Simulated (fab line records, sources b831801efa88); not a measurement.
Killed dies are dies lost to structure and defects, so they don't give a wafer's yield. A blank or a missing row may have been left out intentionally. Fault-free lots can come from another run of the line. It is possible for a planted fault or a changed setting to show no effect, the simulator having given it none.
A lot that was struck, set against a sound lot || flow sky130 || 17 out of 708 route steps
Sound: the wafers L884.1, L884.5, L884.6. The struck wafers were L894.4, L894.5, L894.6. The cause is given at the end.
For every step that has rows: the tool of each side, followed by ch and its chambers, followed by its first start. Under that, the readings that differ: sound wafers || struck wafers || difference of the means || sigmas: that difference in standard deviations of wafers without a fault.
alike: a reading whose means differ by less than 2 such deviations, as well as words and numbers matching on both sides. not compared: withheld readings; readings where some wafer has no value; bounds like >300 that might hide an equal value; numbers whose values overlap and for which the record gives no deviation.
Wherever a step has rows on one side only, a row that says differs or no value, or a row with sigmas, the two part there. Numbers that have no deviation but don't overlap get no sigmas and don't part them. A reading missing from all wafers of one side parts the sides only when that side holds two or more wafers.

first, 1 step without rows for these wafers: SKY_VT_ADJUST_LVTN_IMPLANT_19.
SKY_VT_ADJUST_LVTN_STRIP_20: strips in O2/N2.
  sound on plasma_asher-03 ch 0,1, day 7 20:59; struck on plasma_asher-01 ch 0,1, day 10 15:59
  alike: drypump_motor_current_A, oes_product_au, strip_time_to_endpoint_s
  not compared: rf_hours_counter_h
SKY_VT_ADJUST_LVTN_TW_MEAS_21:
  struck on film_metro-02, day 10 16:05; sound on film_metro-03, day 7 21:07
  alike: VT_ADJUST_LVTN_2_TW
then, 7 steps without rows for these wafers: SKY_VT_ADJUST_NCORE_DEHYDRATE_00 (time 60 s); SKY_VT_ADJUST_NCORE_HMDS_01 (prime time 60 s); SKY_VT_ADJUST_NCORE_COAT_02 (resist thk 1140 nm); SKY_VT_ADJUST_NCORE_SOFTBAKE_03 (time 60 s); SKY_VT_ADJUST_NCORE_EXPOSE_04 (exposes mask LVTN COMPLEMENT THIN, target cd 380 nm); SKY_VT_ADJUST_NCORE_PEB_05; SKY_VT_ADJUST_NCORE_DEVELOP_06 (develop time 60 s).
SKY_VT_ADJUST_NCORE_CD_MEAS_07: target cd 380 nm.
  struck on cd_sem-02, day 11 15:11; sound on cd_sem-02, day 8 17:25
  alike: cd_nm
SKY_VT_ADJUST_NCORE_OVL_MEAS_08:
  struck on overlay-02, day 11 15:16; sound on overlay-02, day 8 17:32
  alike: VT_ADJUST_NCORE_OVL
SKY_VT_ADJUST_NCORE_IMPLANT_09:
  sound on implanter-04 ch 0, day 8 17:34; struck on implanter-03 ch 0, day 11 15:21
{"reading": "beam_energy_keV", "sound": "10.001 10.003 10.001", "struck": "6.5993 6.6022 6.5974", "difference": -3.4020, "sigmas": "-99 or more"}
{"reading": "model.implant.rp_nm (nm)", "sound": "33.5 33.5 33.5", "struck": "23.41 23.41 23.41", "difference": -10.09, "sigmas": ""}
{"reading": "model.implant.drp_nm (nm)", "sound": "17.11 17.11 17.11", "struck": "12.79 12.79 12.79", "difference": -4.32, "sigmas": ""}
  alike: beam_on_s
SKY_VT_ADJUST_NCORE_STRIP_10: strips in O2/N2.
  sound on plasma_asher-04 ch 0,1, day 8 17:43; struck on plasma_asher-03 ch 0,1, day 11 15:28
{"reading": "strip_time_to_endpoint_s (s)", "sound": "14.18 14.16 14.18", "struck": "14.26 14.25 14.26", "difference": "+0.08", "sigmas": "+2"}
  alike: drypump_motor_current_A, oes_product_au
  not compared: rf_hours_counter_h
SKY_VT_ADJUST_NCORE_TW_MEAS_11:
  struck on film_metro-01, day 11 15:33; sound on film_metro-03, day 8 17:49
{"reading": "VT_ADJUST_NCORE_TW", "sound": "219.0 219.1 218.8", "struck": "196.7 196.7 197.5", "difference": -22.0, "sigmas": -16}
then, 1 step without rows for these wafers: SKY_VT_ADJUST_HVTR_DEHYDRATE_00 (time 60 s).
-- the record jumps here: 37 days lie between the struck wafers' starts before and after (it left off in module VT_ADJUST_HVTR and takes up again in module PAD_OPEN, whose first step shown is number 708 of the route) --
SKY_PAD_OPEN_PROBE_99:
  struck on prober-02, day 48 18:07; sound on prober-02, day 46 05:23
{"reading": "killed_at_front_end", "sound": "7 15 8", "struck": "22 21 19", "difference": "+11", "sigmas": "+2"}
{"reading": "model.etest.nfet_16v.r_on_ohm_um", "sound": "1.383e+04 1.394e+04 1.384e+04", "struck": "1.348e+04 1.334e+04 1.356e+04", "difference": -4.100e+02, "sigmas": ""}
{"reading": "model.etest.pfet_g5v0d10v5.r_on_ohm_um", "sound": "4732 4765 4685", "struck": "4799 4800 4838", "difference": "+85", "sigmas": ""}
{"reading": "model.etest.res_pwell_under_gate.rs_ohm_sq", "sound": "2272 2306 2281", "struck": "2343 2359 2345", "difference": "+63", "sigmas": ""}
{"reading": "model.etest.pfet_g5v0d10v5.drive_ua_um", "sound": "343.3 341.2 344.7", "struck": "335.4 337.3 334.8", "difference": -7.2, "sigmas": ""}
{"reading": "model.etest.pfet_16v.drive_ua_um", "sound": "246 245.2 247.3", "struck": "235.3 238.1 229.1", "difference": -12.0, "sigmas": ""}
{"reading": "model.etest.nfet_16v.drive_ua_um", "sound": "226.4 226.1 227.2", "struck": "227.6 230.6 229.1", "difference": "+2.5", "sigmas": ""}
{"reading": "model.etest.pfet_g5v0d10v5.off_log10_a_um", "sound": "-12.59 -12.69 -12.67", "struck": "-13.42 -13.48 -13.47", "difference": -0.81, "sigmas": ""}
{"reading": "model.etest.pfet_g5v0d10v5.vt_sat_v (V)", "sound": "-0.6358 -0.6555 -0.6471", "struck": "-0.7361 -0.7571 -0.729", "difference": -0.0946, "sigmas": ""}
  alike: killed_at_M0_to_M3, killed_at_M4_up, killed_at_contacts, killed_at_other, killed_dies, killed_open, killed_short

WHERE THEY PART
At SKY_VT_ADJUST_NCORE_IMPLANT_09 first; at SKY_PAD_OPEN_PROBE_99 last (within this record only).

WHY: whatever the simulator had introduced
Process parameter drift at SKY_VT_ADJUST_NCORE_IMPLANT_09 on implanter-03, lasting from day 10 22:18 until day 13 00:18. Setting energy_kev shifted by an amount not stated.
